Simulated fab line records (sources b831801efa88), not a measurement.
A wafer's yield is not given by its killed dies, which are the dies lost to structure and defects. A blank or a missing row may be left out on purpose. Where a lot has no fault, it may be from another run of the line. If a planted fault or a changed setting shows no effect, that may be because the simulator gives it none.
Matching of chambers || flow gf180mcu || 3 sister chambers for GF_PASSIVATION_CVD_00 on pecvd-03
The step deposits SiO2 from TEOS, target thk 1000 nm, time 111.95 s. 16 wafers are shown with their chamber, then 8 later ones without.

== WAFERS, EACH WITH ITS CHAMBER ==
{"wafer": "L930.2", "chamber": 1, "runLengthS (s)": 139.5, "heaterPowerW (W)": 688}
{"wafer": "L930.5", "chamber": 2, "runLengthS (s)": 139.8, "heaterPowerW (W)": 713}
{"wafer": "L930.6", "chamber": 1, "runLengthS (s)": 139.3, "heaterPowerW (W)": 742}
{"wafer": "L940.3", "chamber": 0, "runLengthS (s)": 139.5, "heaterPowerW (W)": 612}
{"wafer": "L940.4", "chamber": 1, "runLengthS (s)": 140.0, "heaterPowerW (W)": 733}
{"wafer": "L940.6", "chamber": 0, "runLengthS (s)": 139.3, "heaterPowerW (W)": 665}
{"wafer": "L943.1", "chamber": 0, "runLengthS (s)": 139.4, "heaterPowerW (W)": 670}
{"wafer": "L943.3", "chamber": 2, "runLengthS (s)": 140.0, "heaterPowerW (W)": 621}
{"wafer": "L943.6", "chamber": 1, "runLengthS (s)": 139.4, "heaterPowerW (W)": 601}
{"wafer": "L947.3", "chamber": 1, "runLengthS (s)": 139.9, "heaterPowerW (W)": 595}
{"wafer": "L947.4", "chamber": 2, "runLengthS (s)": 139.7, "heaterPowerW (W)": 568}
{"wafer": "L947.5", "chamber": 0, "runLengthS (s)": 139.5, "heaterPowerW (W)": 668}
{"wafer": "L949.3", "chamber": 1, "runLengthS (s)": 139.3, "heaterPowerW (W)": 721}
{"wafer": "L949.4", "chamber": 2, "runLengthS (s)": 139.8, "heaterPowerW (W)": 692}
{"wafer": "L949.5", "chamber": 0, "runLengthS (s)": 139.4, "heaterPowerW (W)": 579}
{"wafer": "L950.3", "chamber": 2, "runLengthS (s)": 140.0, "heaterPowerW (W)": 592}

SIGNATURES (averages over the wafers above)
{"reading": "runLengthS", "chamber 0": 139.420, "chamber 1": 139.567, "chamber 2": 139.860, "scatter within a chamber": 0.21}
{"reading": "heaterPowerW", "chamber 0": 638.80, "chamber 1": 680.00, "chamber 2": 637.20, "scatter within a chamber": 58.5}
Rule: distance of a wafer from a chamber = root of the sum over the readings of ((wafer's reading minus chamber's mean) / reading's scatter) squared. If the next closest chamber is less than 2 further off than the closest, the wafer can't be placed; otherwise it belongs to the closest. The scatter: the root of (the sum of the squares of (reading less its chamber's mean) over the shown wafers, divided by (wafers less chambers)).

== WAFERS WITH NO CHAMBER GIVEN ==
{"wafer": "L950.5", "runLengthS (s)": 139.3, "heaterPowerW (W)": 699}
{"wafer": "L950.6", "runLengthS (s)": 139.5, "heaterPowerW (W)": 602}
{"wafer": "L951.3", "runLengthS (s)": 139.5, "heaterPowerW (W)": 636}
{"wafer": "L951.5", "runLengthS (s)": 139.8, "heaterPowerW (W)": 682}
{"wafer": "L951.6", "runLengthS (s)": 139.4, "heaterPowerW (W)": 697}
{"wafer": "L952.1", "runLengthS (s)": 139.8, "heaterPowerW (W)": 611}
{"wafer": "L952.3", "runLengthS (s)": 139.7, "heaterPowerW (W)": 682}
{"wafer": "L952.5", "runLengthS (s)": 139.9, "heaterPowerW (W)": 677}

== CHAMBER TAKEN BY EACH ==
{"wafer": "L950.5", "from the rows above": "can't be placed: 0 or 1 or 2", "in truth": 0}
{"wafer": "L950.6", "from the rows above": "can't be placed: 0 or 1 or 2", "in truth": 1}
{"wafer": "L951.3", "from the rows above": "can't be placed: 0 or 1 or 2", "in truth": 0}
{"wafer": "L951.5", "from the rows above": "can't be placed: 2 or 1 or 0", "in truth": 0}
{"wafer": "L951.6", "from the rows above": "can't be placed: 1 or 0 or 2", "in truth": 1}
{"wafer": "L952.1", "from the rows above": "can't be placed: 2 or 1 or 0", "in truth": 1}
{"wafer": "L952.3", "from the rows above": "can't be placed: 1 or 2 or 0", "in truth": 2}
{"wafer": "L952.5", "from the rows above": "can't be placed: 2 or 1 or 0", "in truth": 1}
Correctly placed: 0 of 8. Unplaceable from these rows: 8, with the true chamber sitting among the candidates in 8. 0 placed wrongly.
